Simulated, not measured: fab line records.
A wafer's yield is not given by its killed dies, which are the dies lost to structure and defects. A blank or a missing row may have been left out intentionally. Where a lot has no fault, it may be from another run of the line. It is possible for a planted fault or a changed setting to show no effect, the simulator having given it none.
A lot that was struck, set against a sound lot    flow sky130    15 steps out of a route of 708
Sound: wafers L348.4, L348.5, L348.6. Struck: wafers L352.1, L352.3, L352.4. At the end, the cause is stated.
For every step that has rows: the tool of each side, followed by ch and its chambers, followed by its first start. Under that, the readings that differ: sound wafers    struck wafers    difference of the means    sigmas: that difference in standard deviations of wafers without a fault.
alike: a reading whose means differ by less than 2 such deviations, as well as words and numbers matching on both sides. not compared: withheld readings; readings where some wafer has no value; bounds like >300 that might hide an equal value; numbers whose values overlap and for which the record gives no deviation.
The two part at a step that has a row with sigmas, a row that says differs or no value, or rows on one side only. Numbers that don't overlap but have no deviation are shown without sigmas and don't part them. A reading that every wafer of one side lacks parts them only if that side has two wafers or more.

first, 4 steps without rows for these wafers: SKY_DNWELL_EXPOSE_04 (exposes mask DNM, target cd 3000 nm); SKY_DNWELL_PEB_05; SKY_DNWELL_DEVELOP_06 (develop time 60 s); SKY_DNWELL_IMPLANT_07.
SKY_DNWELL_STRIP_08: strips in O2/N2.
  sound on plasma_asher-01 ch 0,1, day 3 18:44; struck on plasma_asher-02 ch 0,1, day 4 14:27
  alike: drypump_motor_current_A, oes_product_au, strip_time_to_endpoint_s
  not compared: rf_hours_counter_h
SKY_DNWELL_TW_MEAS_09:
  sound on film_metro-02 at day 3 18:50; struck on film_metro-02 at day 4 14:33
  alike: DNWELL_TW
then, 6 steps without rows for these wafers: SKY_PWDE_DEHYDRATE_00 (time 60 s); SKY_PWDE_HMDS_01 (prime time 60 s); SKY_PWDE_COAT_02 (resist thk 3000 nm); SKY_PWDE_SOFTBAKE_03; SKY_PWDE_EXPOSE_04 (exposes mask PWDEM, target cd 840 nm); SKY_PWDE_PEB_05.
SKY_PWDE_DEVELOP_06: develop time 60 s.
  sound on litho_track-04 ch 0, day 4 11:00; struck on litho_track-04 ch 0, day 5 08:00
reading               sound              struck             difference  sigmas
developer_temp_C (C)  23.10 23.17 23.00  23.77 23.92 23.79  +0.74       +7
SKY_PWDE_OVL_MEAS_07:
  sound on overlay-01 at day 4 11:47; struck on overlay-01 at day 5 08:13
  alike: PWDE_OVL
-- the record jumps here: 42 days lie between the struck wafers' starts before and after (it left off in module PWDE and takes up again in module PAD_OPEN, whose first step shown is number 708 of the route) --
SKY_PAD_OPEN_PROBE_99:
  sound on prober-02 at day 46 17:10; struck on prober-02 at day 47 10:47
  alike: killed_at_M0_to_M3, killed_at_M4_up, killed_at_contacts, killed_at_front_end, killed_at_other, killed_dies, killed_open, killed_short

== WHERE THEY PART ==
Within this record, at SKY_PWDE_DEVELOP_06 only. Later steps at which nothing parts them and some readings are alike: SKY_PWDE_OVL_MEAS_07, SKY_PAD_OPEN_PROBE_99.

WHY: what had been put in by the simulator
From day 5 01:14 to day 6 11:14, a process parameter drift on litho_track-04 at SKY_PWDE_DEVELOP_06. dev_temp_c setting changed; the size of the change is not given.
